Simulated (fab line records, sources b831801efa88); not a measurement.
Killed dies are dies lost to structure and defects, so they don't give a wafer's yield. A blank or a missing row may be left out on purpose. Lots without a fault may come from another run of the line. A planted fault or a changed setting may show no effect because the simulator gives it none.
fab line records | flow sfq_line | part 1 of 2: steps 1 to 29 of 41
record lots=5 wafers=15 last_day=82
route steps=325 shown L0@11 L0V@16 M0@28 I0@43
lots that met no fault: from a run of the same line without faults
start_h: hours from the record's first day to the start of the lot's first wafer shown | wait_h: hours since the lot's step before | " the same as in the row above | L1.1+2: a row that stands for several wafers | - no value, or no start given | * or withheld: withheld | < > ~ a bound
route shown NAME@n: a module of which the file shows steps, and the number in the route of the first | usual: mean/standard deviation of fault-free wafers | same: alike in all rows | chamber/n: place in a boat | sites: the reading at each site | _std_site: their standard deviation | _edge_site: outer sites' mean less inner sites' | radius_mm: how far each site lies from the wafer's centre | mask NAME#n: copy n | behind: the tool/chamber that last shaped the wafer | hold: why the lot was held/for how many hours/how that ended | device: the transistor (n, p or np) that didn't switch | end of line: the same wafers' tests at the end of the route | a step without rows: its recipe alone | killed: dies lost to structure and defects at the first sort, not the wafer's yield | map: a wafer's dies, x killed, . not, _ none there
set.NAME: the setting as run; set.NAME@STEP: as run at that earlier step | model.NAME: the simulator's own value behind a step, which no gauge read
lots at some steps of the route; a table a step, a row a wafer
services: from which hour (start_h, from the record's first day; less than 0 if before it) a tool's chamber was out of use, for how many hours, and why
## steps
# step SFQ_TRILAYER_L0_LITHO_DEVELOP_007
# recipe time_s=60 resist=KrF
# columns lot.wafer tool chamber start_h wait_h
L075.2+3+4 litho_track-03 0 86.10 0.1
L079.3+4+5 litho_track-01 0 104.13 0.1
L090.3+4+6 litho_track-02 0 172.53 0.1
L092.2+3+4 litho_track-02 0 188.97 0.1
L096.1+3+5 litho_track-01 0 222.78 0.1
# step SFQ_TRILAYER_L0_BARC_OPEN_METAL_ETCH_010
# recipe mask_material=PR chemistry=O2 target_depth_nm=125 target=BARC icp_w=600 bias_w=80 pressure_mtorr=10 time_s=41.7
# usual drypump_motor_current_A=5.43/0.29 oes_product_au=0.685/0.0046
# columns lot.wafer tool chamber start_h wait_h drypump_motor_current_A oes_product_au rf_hours_counter_h
L075.2 rie_metal-03 1 86.23 0.1 5.67 0.683 160
L075.3 " 1 " " 5.68 0.682 -
L075.4 " 0 " " 5.01 0.689 -
L079.3 rie_metal-04 0 104.25 0.1 5.50 0.684 -
L079.4 " 1 " " 5.18 0.687 -
L079.5 " 1 " " 5.17 0.678 -
L090.3 rie_metal-03 0 172.65 0.1 5.00 0.679 -
L090.4 " 1 " " 5.68 0.676 -
L090.6 " 0 " " 5.01 0.684 -
L092.2 rie_metal-03 0 189.09 0.1 5.02 0.688 184
L092.3 " 0 " " 5.02 0.679 -
L092.4 " 1 " " 5.68 0.682 -
L096.1 rie_metal-03 1 222.93 0.1 5.68 0.676 183
L096.3 " 1 " " 5.68 0.690 -
L096.5 " 1 " " 5.66 0.685 -
# step SFQ_TRILAYER_L0_ETCH_METAL_ETCH_008
# recipe target=MoNx_KI stop_on=SiO2 mask_material=PR chemistry=SF6/O2 target_depth_nm=50 icp_w=600 bias_w=80 pressure_mtorr=10 time_s=25
# usual drypump_motor_current_A=5.42/0.29 oes_product_au=0.874/0.0081
# columns lot.wafer tool chamber start_h wait_h drypump_motor_current_A oes_product_au rf_hours_counter_h
L075.2 rie_metal-03 1 86.29 0.0 5.67 0.879 160
L075.3 " 1 " " 5.67 0.879 -
L075.4 " 0 " " 5.00 0.884 -
L079.3 rie_metal-04 0 104.30 0.0 5.49 0.878 -
L079.4 " 1 " " 5.18 0.867 -
L079.5 " 1 " " 5.17 0.865 -
L090.3 rie_metal-03 0 172.70 0.0 5.00 0.884 -
L090.4 " 1 " " 5.65 0.873 -
L090.6 " 0 " " 5.01 0.866 -
L092.2 rie_metal-03 0 189.15 0.0 5.01 0.868 184
L092.3 " 0 " " 5.03 0.873 -
L092.4 " 1 " " 5.67 0.872 -
L096.1 rie_metal-03 1 223.05 0.1 5.68 0.885 184
L096.3 " 1 " " 5.69 0.864 -
L096.5 " 1 " " 5.67 0.876 -
# step SFQ_TRILAYER_L0_STRIP_STRIP_009
# recipe gas=O2 power_w=200 platen_temp_c=40 overash_fraction=0.65 chemistry=O2 pressure_mtorr=50
# usual drypump_motor_current_A=5.43/0.29 oes_product_au=1.006/0.013
# columns lot.wafer tool chamber start_h wait_h drypump_motor_current_A oes_product_au rf_hours_counter_h
L075.2 rie_metal-03 1 86.33 0.0 5.68 0.990 160
L075.3 " 1 " " 5.65 0.996 -
L075.4 " 0 " " 5.01 1.013 -
L079.3 rie_metal-04 0 104.53 0.2 5.53 1.000 -
L079.4 " 1 " " 5.20 1.011 -
L079.5 " 1 " " 5.20 1.013 -
L090.3 rie_metal-03 0 172.93 0.2 5.02 1.022 -
L090.4 " 1 " " 5.66 0.979 -
L090.6 " 0 " " 5.02 1.021 -
L092.2 rie_metal-03 0 189.20 0.0 5.01 1.020 184
L092.3 " 0 " " 5.01 1.018 -
L092.4 " 1 " " 5.69 0.988 -
L096.1 rie_metal-03 1 223.14 0.1 5.68 1.001 184
L096.3 " 1 " " 5.68 1.002 -
L096.5 " 1 " " 5.68 0.998 -
# step SFQ_TRILAYER_L0_STRIP_SOLV_CLEAN_010
# recipe chemistry=NMP temp_c=70 time_s=600
# columns lot.wafer tool chamber start_h wait_h
L075.2+3+4 wet_bench-03 4,3,1 86.93 0.4
L079.3+4+5 wet_bench-04 4,0,3 104.93 0.2
L090.3+4+6 wet_bench-02 0,7,6 173.33 0.2
L092.2+3+4 wet_bench-02 7,3,2 189.80 0.4
L096.1+3+5 wet_bench-04 6,5,0 224.34 1.0
# step SFQ_TRILAYER_L0_CAP_PECVD_011
# recipe material=SiO2 temp_c=150 time_s=13.333 pressure_torr=2.4 rf_w=183.3 precursor=SiH4/N2O target_thk_nm=60
# usual chamber_pressure_Torr=2.400/0.0052 heater_power_w=93/16 throttle_valve_pct=24.1/1.2
# columns lot.wafer tool chamber start_h wait_h chamber_pressure_Torr heater_power_w throttle_valve_pct
L075.2 pecvd-04 1 87.11 0.0 2.413 98 23.0
L075.3 " 2 " " 2.395 92 23.6
L075.4 " 2 " " 2.396 93 23.8
L079.3 pecvd-04 2 105.11 0.0 2.398 103 23.8
L079.4 " 0 " " 2.402 97 22.7
L079.5 " 2 " " 2.402 101 23.6
L090.3 pecvd-02 1 173.51 0.0 2.397 79 22.0
L090.4 " 0 " " 2.403 83 24.7
L090.6 " 2 " " 2.398 72 25.2
L092.2 pecvd-02 0 189.97 0.0 2.398 77 24.6
L092.3 " 2 " " 2.400 77 24.9
L092.4 " 2 " " 2.405 77 24.9
L096.1 pecvd-01 1 224.51 0.0 2.397 121 25.5
L096.3 " 2 " " 2.405 80 25.3
L096.5 " 1 " " 2.407 124 25.8
# step SFQ_TRILAYER_L0_VIA_LITHO_COAT_018
# recipe resist=BARC spin_rpm=3000 resist_thk_nm=62
# columns lot.wafer tool chamber start_h wait_h
L075.2+3+4 litho_track-04 0 87.18 0.1
L079.3+4+5 litho_track-03 0 105.23 0.1
L090.3+4+6 litho_track-03 0 173.77 0.3
L092.2+3+4 litho_track-02 0 190.27 0.3
L096.1+3+5 litho_track-02 0 224.54 0.0
# step SFQ_TRILAYER_L0_VIA_LITHO_COAT_013
# recipe resist=KrF spin_rpm=3000 resist_thk_nm=650
# columns lot.wafer tool chamber start_h wait_h
L075.2+3+4 litho_track-04 0 87.48 0.2
L079.3+4+5 litho_track-03 0 105.53 0.2
L090.3+4+6 litho_track-03 0 174.07 0.2
L092.2+3+4 litho_track-02 0 190.57 0.2
L096.1+3+5 litho_track-02 0 224.84 0.2
# step SFQ_TRILAYER_L0_VIA_LITHO_SOFTBAKE_017
# recipe temp_c=withheld time_s=withheld resist=KrF
# columns lot.wafer tool chamber start_h wait_h
L075.2+3+4 litho_track-04 0 87.76 0.2
L079.3+4+5 litho_track-03 0 105.78 0.2
L090.3+4+6 litho_track-03 0 174.32 0.2
L092.2+3+4 litho_track-02 0 190.85 0.2
L096.1+3+5 litho_track-02 0 225.14 0.2
# step SFQ_TRILAYER_L0_VIA_LITHO_EXPOSE_014
# recipe mask_id=L0V na=0.6 source_shape=conventional sigma_outer=0.65 target_cd_nm=700 dose_mj=21.3
# same na=0.6
# columns lot.wafer tool chamber start_h wait_h mask
L075.2+3+4 krf_scanner-01 0 161.73 - L0V#0
L079.3+4+5 krf_scanner-02 0 190.39 - L0V#0
L090.3+4+6 krf_scanner-01 0 272.44 - L0V#0
L092.2+3+4 krf_scanner-01 0 288.51 - L0V#0
L096.1+3+5 krf_scanner-01 0 318.29 - L0V#0
# step SFQ_TRILAYER_L0_VIA_LITHO_PEB_016
# recipe peb_temp_c=115 peb_time_s=60 resist=KrF
# columns lot.wafer tool chamber start_h wait_h
L075.2+3+4 litho_track-02 0 162.75 0.8
L079.3+4+5 litho_track-03 0 191.24 0.7
L090.3+4+6 litho_track-04 0 273.29 0.7
L092.2+3+4 litho_track-03 0 289.54 0.8
L096.1+3+5 litho_track-02 0 319.49 1.0
# step SFQ_TRILAYER_L0_VIA_LITHO_DEVELOP_015
# recipe time_s=60 resist=KrF
# columns lot.wafer tool chamber start_h wait_h
L075.2+3+4 litho_track-02 0 162.90 0.1
L079.3+4+5 litho_track-03 0 191.39 0.1
L090.3+4+6 litho_track-04 0 273.44 0.1
L092.2+3+4 litho_track-03 0 289.69 0.1
L096.1+3+5 litho_track-02 0 319.64 0.1
# step SFQ_L0V_OVL_MEAS_903
# usual L0V_OVL=1/6.3
# columns lot.wafer tool chamber start_h wait_h L0V_OVL[nm]
L075.2 overlay-01 - 163.03 0.1 3
L075.3 " - " " -3
L075.4 " - " " 7
L079.3 overlay-02 - 191.51 0.1 5
L079.4 " - " " 14
L079.5 " - " " 5
L090.3 overlay-02 - 273.55 0.1 5
L090.4 " - " " 5
L090.6 " - " " 3
L092.2 overlay-02 - 289.82 0.1 -3
L092.3 " - " " 4
L092.4 " - " " -2
L096.1 overlay-02 - 319.79 0.1 -4
L096.3 " - " " -3
L096.5 " - " " -7
# step SFQ_TRILAYER_L0_VIA_BARC_OPEN_VIA_ETCH_021
# recipe mask_material=PR chemistry=O2 target_depth_nm=125 target=BARC source_w=500 bias_w=80 pressure_mtorr=30 time_s=41.7
# usual drypump_motor_current_A=5.8/0.35 oes_product_au=0.685/0.0047
# columns lot.wafer tool chamber start_h wait_h drypump_motor_current_A oes_product_au rf_hours_counter_h
L075.2 rie_diel-04 1 163.06 0.0 6.0 0.679 4
L075.3 " 2 " " 6.1 0.687 29
L075.4 " 1 " " 6.0 0.695 -
L079.3 rie_diel-01 1 191.53 0.0 5.4 0.681 53
L079.4 " 2 " " 5.9 0.694 127
L079.5 " 1 " " 5.4 0.685 -
L090.3 rie_diel-01 2 273.58 0.0 6.0 0.686 128
L090.4 " 0 " " 6.0 0.677 133
L090.6 " 3 " " 5.9 0.687 -
L092.2 rie_diel-01 2 289.85 0.0 6.0 0.686 128
L092.3 " 3 " " 5.9 0.680 22
L092.4 " 0 " " 6.0 0.688 133
L096.1 rie_diel-04 2 319.83 0.0 6.1 0.678 31
L096.3 " 1 " " 6.0 0.685 6
L096.5 " 3 " " 5.6 0.686 -
# step SFQ_TRILAYER_L0_VIA_ETCH_VIA_ETCH_016
# recipe target=SiO2 stop_on=MoNx_KI mask_material=PR chemistry=CHF3 target_depth_nm=80 source_w=500 bias_w=80 pressure_mtorr=30 time_s=withheld
# usual drypump_motor_current_A=5.8/0.35 oes_product_au=0.841/0.0078
# columns lot.wafer tool chamber start_h wait_h drypump_motor_current_A oes_product_au
L075.2 rie_diel-04 1 163.10 0.0 6.0 0.846
L075.3 " 2 " " 6.0 0.830
L075.4 " 1 " " 6.0 0.836
L079.3 rie_diel-01 1 191.57 0.0 5.4 0.843
L079.4 " 2 " " 6.0 0.836
L079.5 " 1 " " 5.4 0.842
L090.3 rie_diel-01 2 273.62 0.0 6.0 0.852
L090.4 " 0 " " 6.0 0.839
L090.6 " 3 " " 5.9 0.849
L092.2 rie_diel-01 2 289.89 0.0 6.0 0.837
L092.3 " 3 " " 6.0 0.836
L092.4 " 0 " " 6.0 0.845
L096.1 rie_diel-04 2 319.87 0.0 6.1 0.833
L096.3 " 1 " " 6.0 0.830
L096.5 " 3 " " 5.6 0.839
# step SFQ_TRILAYER_L0_VIA_STRIP_STRIP_017
# recipe gas=O2 power_w=200 platen_temp_c=40 overash_fraction=0.65 chemistry=O2 pressure_mtorr=50
# usual drypump_motor_current_A=5.6/0.37 oes_product_au=0.993/0.015
# columns lot.wafer tool chamber start_h wait_h drypump_motor_current_A oes_product_au rf_hours_counter_h
L075.2 rie_metal-01 0 163.15 - 5.3 0.972 80
L075.3 " 1 " " 6.1 0.975 -
L075.4 " 0 " " 5.3 0.972 -
L079.3 rie_metal-01 1 191.82 - 6.1 0.994 -
L079.4 " 0 " " 5.4 0.952 -
L079.5 " 1 " " 6.1 0.990 -
L090.3 rie_metal-03 0 274.06 - 5.0 1.018 -
L090.4 " 0 " " 5.0 1.015 -
L090.6 " 0 " " 5.0 1.018 -
L092.2 rie_metal-02 1 289.93 - 5.9 0.987 35
L092.3 " 1 " " 5.9 0.990 -
L092.4 " 0 " " 5.7 0.983 -
L096.1 rie_metal-01 1 319.92 - 6.1 1.012 1
L096.3 " 0 " " 5.3 0.993 -
L096.5 " 0 " " 5.4 0.989 -
# step SFQ_TRILAYER_L0_VIA_STRIP_SOLV_CLEAN_018
# recipe chemistry=NMP temp_c=70 time_s=600
# columns lot.wafer tool chamber start_h wait_h
L075.2+3+4 wet_bench-02 7,3,6 163.75 0.4
L079.3+4+5 wet_bench-02 3,1,4 192.22 0.2
L090.3+4+6 wet_bench-02 7,3,0 274.86 0.6
L092.2+3+4 wet_bench-02 5,7,3 290.53 0.4
L096.1+3+5 wet_bench-01 3,0,7 320.52 0.4
# step SFQ_TRILAYER_M0_DEP_PRE_CLEAN_020
# recipe gas=Ar time_s=15 bias_v=250
# usual bias_v=249.7/2.5
# columns lot.wafer tool chamber start_h wait_h bias_v
L075.2 pvd_sputter-03 - 163.92 0.0 252.1
L075.3 " - " " 251.0
L075.4 " - " " 253.5
L079.3 pvd_sputter-06 - 192.39 0.0 249.8
L079.4 " - " " 251.1
L079.5 " - " " 247.9
L090.3 pvd_sputter-06 - 275.04 0.0 248.8
L090.4 " - " " 249.7
L090.6 " - " " 250.4
L092.2 pvd_sputter-05 - 290.71 0.0 252.4
L092.3 " - " " 249.9
L092.4 " - " " 250.4
L096.1 pvd_sputter-03 - 320.69 0.0 245.5
L096.3 " - " " 254.2
L096.5 " - " " 246.9
# step SFQ_TRILAYER_M0_DEP_SPUTTER_019
# recipe material=Nb base_pressure_pa=1.33e-06 chamber_pressure_pa=0.1333 substrate_temp_c=20 resputter_cathode_voltage_v=400 target_thk_nm=200 power_w=2000 time_s=133.3
# usual throttle_valve_pct=30.0/1.3
# columns lot.wafer tool chamber start_h wait_h throttle_valve_pct
L075.2 pvd_sputter-03 - 163.95 0.0 29.8
L075.3 " - " " 28.5
L075.4 " - " " 29.1
L079.3 pvd_sputter-06 - 192.42 0.0 29.4
L079.4 " - " " 29.4
L079.5 " - " " 29.0
L090.3 pvd_sputter-06 - 275.06 0.0 29.7
L090.4 " - " " 30.8
L090.6 " - " " 30.8
L092.2 pvd_sputter-05 - 290.73 0.0 31.8
L092.3 " - " " 30.9
L092.4 " - " " 30.2
L096.1 pvd_sputter-03 - 320.72 0.0 28.2
L096.3 " - " " 30.1
L096.5 " - " " 31.7
# step SFQ_M0_RS_MEAS_904
# recipe thk_meas_gauge=four-point-probe reads=Nb_of_TRILAYER_M0_DEP_SPUTTER_019
# usual M0_NB_RS=0.891/0.012
# columns lot.wafer tool chamber start_h wait_h M0_NB_RS[ohm/sq]
L075.2 film_metro-01 - 164.06 0.1 0.887
L075.3 " - " " 0.906
L075.4 " - " " 0.906
L079.3 film_metro-03 - 192.55 0.1 0.896
L079.4 " - " " 0.885
L079.5 " - " " 0.874
L090.3 film_metro-01 - 275.19 0.1 0.893
L090.4 " - " " 0.905
L090.6 " - " " 0.905
L092.2 film_metro-03 - 290.85 0.1 0.884
L092.3 " - " " 0.873
L092.4 " - " " 0.892
L096.1 film_metro-03 - 320.81 0.0 0.899
L096.3 " - " " 0.885
L096.5 " - " " 0.904
# step SFQ_TRILAYER_M0_LITHO_COAT_026
# recipe resist=BARC spin_rpm=3000 resist_thk_nm=62
# columns lot.wafer tool chamber start_h wait_h
L075.2+3+4 litho_track-01 0 164.27 0.1
L079.3+4+5 litho_track-01 0 192.79 0.1
L090.3+4+6 litho_track-04 0 275.43 0.1
L092.2+3+4 litho_track-03 0 291.06 0.1
L096.1+3+5 litho_track-03 0 320.99 0.1
# step SFQ_TRILAYER_M0_LITHO_COAT_021
# recipe resist=KrF spin_rpm=3000 resist_thk_nm=600
# columns lot.wafer tool chamber start_h wait_h
L075.2+3+4 litho_track-01 0 164.57 0.2
L079.3+4+5 litho_track-01 0 193.09 0.2
L090.3+4+6 litho_track-04 0 275.73 0.2
L092.2+3+4 litho_track-03 0 291.36 0.2
L096.1+3+5 litho_track-03 0 321.29 0.2
# step SFQ_TRILAYER_M0_LITHO_SOFTBAKE_025
# recipe temp_c=withheld time_s=withheld resist=KrF
# columns lot.wafer tool chamber start_h wait_h
L075.2+3+4 litho_track-01 0 164.84 0.2
L079.3+4+5 litho_track-01 0 193.34 0.2
L090.3+4+6 litho_track-04 0 275.98 0.2
L092.2+3+4 litho_track-03 0 291.63 0.2
L096.1+3+5 litho_track-03 0 321.59 0.2
# step SFQ_TRILAYER_M0_LITHO_EXPOSE_022
# recipe mask_id=M0 na=0.6 source_shape=conventional sigma_outer=0.65 target_cd_nm=500 dose_mj=14.4
# same na=0.6
# columns lot.wafer tool chamber start_h wait_h mask
L075.2+3+4 krf_scanner-01 0 265.04 - M0#0
L079.3+4+5 krf_scanner-02 0 291.59 - M0#0
L090.3+4+6 krf_scanner-01 0 395.87 - M0#0
L092.2+3+4 krf_scanner-02 0 418.71 - M0#0
L096.1+3+5 krf_scanner-01 0 457.03 - M0#0
# step SFQ_TRILAYER_M0_LITHO_PEB_024
# recipe peb_temp_c=115 peb_time_s=60 resist=KrF
# columns lot.wafer tool chamber start_h wait_h
L075.2+3+4 litho_track-01 0 266.07 0.8
L079.3+4+5 litho_track-03 0 292.44 0.7
L090.3+4+6 litho_track-04 0 396.72 0.7
L092.2+3+4 litho_track-03 0 419.73 0.8
L096.1+3+5 litho_track-01 0 458.23 1.0
# step SFQ_TRILAYER_M0_LITHO_DEVELOP_023
# recipe time_s=60 resist=KrF
# columns lot.wafer tool chamber start_h wait_h
L075.2+3+4 litho_track-01 0 266.22 0.1
L079.3+4+5 litho_track-03 0 292.59 0.1
L090.3+4+6 litho_track-04 0 396.87 0.1
L092.2+3+4 litho_track-03 0 419.88 0.1
L096.1+3+5 litho_track-01 0 458.38 0.1
# step SFQ_M0_OVL_MEAS_906
# usual M0_OVL=-6/6.9
# columns lot.wafer tool chamber start_h wait_h M0_OVL[nm]
L075.2 overlay-02 - 266.35 0.1 -8
L075.3 " - " " -7
L075.4 " - " " -2
L079.3 overlay-02 - 292.70 0.1 -9
L079.4 " - " " -8
L079.5 " - " " -8
L090.3 overlay-01 - 396.98 0.1 12
L090.4 " - " " 1
L090.6 " - " " 0
L092.2 overlay-01 - 420.01 0.1 -2
L092.3 " - " " -11
L092.4 " - " " -7
L096.1 overlay-01 - 458.53 0.1 -16
L096.3 " - " " -18
L096.5 " - " " -20
# step SFQ_TRILAYER_M0_BARC_OPEN_METAL_ETCH_031
# recipe mask_material=PR chemistry=O2 target_depth_nm=125 target=BARC icp_w=600 bias_w=80 pressure_mtorr=10 time_s=41.7
# usual drypump_motor_current_A=5.55/0.28 oes_product_au=0.685/0.0044
# columns lot.wafer tool chamber start_h wait_h drypump_motor_current_A oes_product_au rf_hours_counter_h
L075.2 rie_metal-02 1 266.38 0.0 5.89 0.680 30
L075.3 " 1 " " 5.90 0.679 -
L075.4 " 0 " " 5.65 0.685 -
L079.3 rie_metal-02 1 292.74 0.0 5.88 0.684 -
L079.4 " 0 " " 5.64 0.685 -
L079.5 " 0 " " 5.66 0.684 -
L090.3 rie_metal-04 1 397.03 0.0 5.18 0.685 -
L090.4 " 0 " " 5.51 0.682 -
L090.6 " 1 " " 5.17 0.684 -
L092.2 rie_metal-02 1 420.04 0.0 5.87 0.688 51
L092.3 " 1 " " 5.89 0.690 -
L092.4 " 0 " " 5.64 0.685 -
L096.1 rie_metal-04 1 458.57 0.0 5.20 0.679 54
L096.3 " 0 " " 5.50 0.690 -
L096.5 " 0 " " 5.50 0.679 -
# step SFQ_TRILAYER_M0_ETCH_METAL_ETCH_024
# recipe target=Nb stop_on=SiO2 mask_material=PR chemistry=Cl2/Ar target_depth_nm=240 icp_w=600 bias_w=80 pressure_mtorr=10 time_s=120
# usual drypump_motor_current_A=5.55/0.28 oes_product_au=0.894/0.0087
# columns lot.wafer tool chamber start_h wait_h drypump_motor_current_A oes_product_au rf_hours_counter_h
L075.2 rie_metal-02 1 266.44 0.0 5.89 0.895 30
L075.3 " 1 " " 5.89 0.888 -
L075.4 " 0 " " 5.64 0.885 -
L079.3 rie_metal-02 1 292.83 0.1 5.87 0.877 -
L079.4 " 0 " " 5.63 0.896 -
L079.5 " 0 " " 5.64 0.900 -
L090.3 rie_metal-04 1 397.11 0.1 5.19 0.892 -
L090.4 " 0 " " 5.51 0.893 -
L090.6 " 1 " " 5.19 0.885 -
L092.2 rie_metal-02 1 420.10 0.0 5.89 0.895 51
L092.3 " 1 " " 5.88 0.914 -
L092.4 " 0 " " 5.64 0.889 -
L096.1 rie_metal-04 1 458.63 0.0 5.21 0.891 54
L096.3 " 0 " " 5.51 0.895 -
L096.5 " 0 " " 5.50 0.890 -
